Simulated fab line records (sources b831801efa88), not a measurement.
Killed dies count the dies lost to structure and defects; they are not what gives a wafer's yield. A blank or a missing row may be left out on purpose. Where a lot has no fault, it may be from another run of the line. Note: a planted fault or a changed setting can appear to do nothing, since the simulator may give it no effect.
2 desks looking at one fault / flow sky130 / what lay behind the numbers comes last; until then each desk has only its own

== FROM THE METROLOGY DESK ==
What the gauges read for every lot (on any tool): the sampled wafers with a number, averaged. Any lot whose mean is over 4 standard deviations away from the usual mean is out of limits and marked OUT; that distance is given in the brackets.
Columns: A = CAPM_TIN_THK at SKY_CAPM_THK_MEAS_04, usual 197.9 nm
lot=L862; first seen here=day 36 03:08; A=198.5
lot=L864; first seen here=day 36 22:20; A=198.7
lot=L865; first seen here=day 37 15:43; A=201.5
lot=L869; first seen here=day 38 15:25; A=198.1
lot=L870; first seen here=day 39 01:11; A=196.6
lot=L871; first seen here=day 39 11:57; A=202.3
lot=L873; first seen here=day 39 23:26; A=193.5
lot=L881; first seen here=day 42 11:27; A=199.6
lot=L882; first seen here=day 42 23:01; A=197.2
lot=L884; first seen here=day 43 04:01; A=198.7
lot=L883; first seen here=day 43 12:55; A=200.1
Finding of this desk: none of the 11 lots has anything out of limits.

== FOR THE TOOL OWNER'S DESK: cmp-01 ==
The tool's own readings at SKY_VIA2_CMP_24 (polishes, stops on SiO2, t overpolish 20 s, target thk 0 nm): means of the sampled wafers that have a number, for each lot that ran on this tool. Any lot whose mean is over 4 standard deviations away from the usual mean is out of limits and marked OUT; that distance is given in the brackets.
Columns: A = head pressure psi at SKY_VIA2_CMP_24, usual 3.500 psi; B = motor current A at SKY_VIA2_CMP_24, usual 10.9 A; C = overpolish run s at SKY_VIA2_CMP_24, usual 19.999 s; D = time to endpoint s at SKY_VIA2_CMP_24, usual 100 s
lot=L862; first seen here=day 36 02:22; A=3.495; B=11.8; C=20.000; D=98
lot=L864; first seen here=day 36 21:34; A=3.500; B=11.9; C=20.005; D=97
lot=L865; first seen here=day 37 15:00; A=3.498; B=10.3; C=19.995; D=107
lot=L869; first seen here=day 38 14:44; A=3.502; B=10.9; C=20.000; D=109
lot=L870; first seen here=day 39 00:25; A=3.506; B=11.0; C=11.094 (-99 or more) OUT; D=96
lot=L871; first seen here=day 39 11:16; A=3.502; B=11.0; C=11.078 (-99 or more) OUT; D=95
lot=L873; first seen here=day 39 22:42; A=3.501; B=11.5; C=11.081 (-99 or more) OUT; D=99
lot=L882; first seen here=day 42 22:14; A=3.501; B=10.5; C=20.004; D=101
lot=L884; first seen here=day 43 03:21; A=3.505; B=10.6; C=19.996; D=97
lot=L883; first seen here=day 43 12:11; A=3.498; B=11.1; C=19.997; D=99
Finding of this desk: L870, L871, L873 out of limits; the first was L870 at day 39 00:25, on overpolish run s at SKY_VIA2_CMP_24. L862, L864, L865, L869, L882, L884, L883: within limits.

== ALL TOGETHER ==
An alarm could have come from the tool owner's desk at day 39 00:25, on L870, L871, L873.
Metrology desk: nothing out of limits seen.
The metrology desk has L870, L871, L873 on record, within its limits.
Every lot named ran SKY_VIA2_CMP_24 on cmp-01.

== WHAT HAD BEEN PUT IN BY THE SIMULATOR ==
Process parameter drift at SKY_VIA2_CMP_24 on cmp-01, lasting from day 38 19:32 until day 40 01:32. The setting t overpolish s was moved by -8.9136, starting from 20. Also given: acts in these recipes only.
Lots struck among those shown: L870, L871, L873.
Delay in hours, fault start to first out-of-limits reading, by desk: the tool owner's desk at 5.
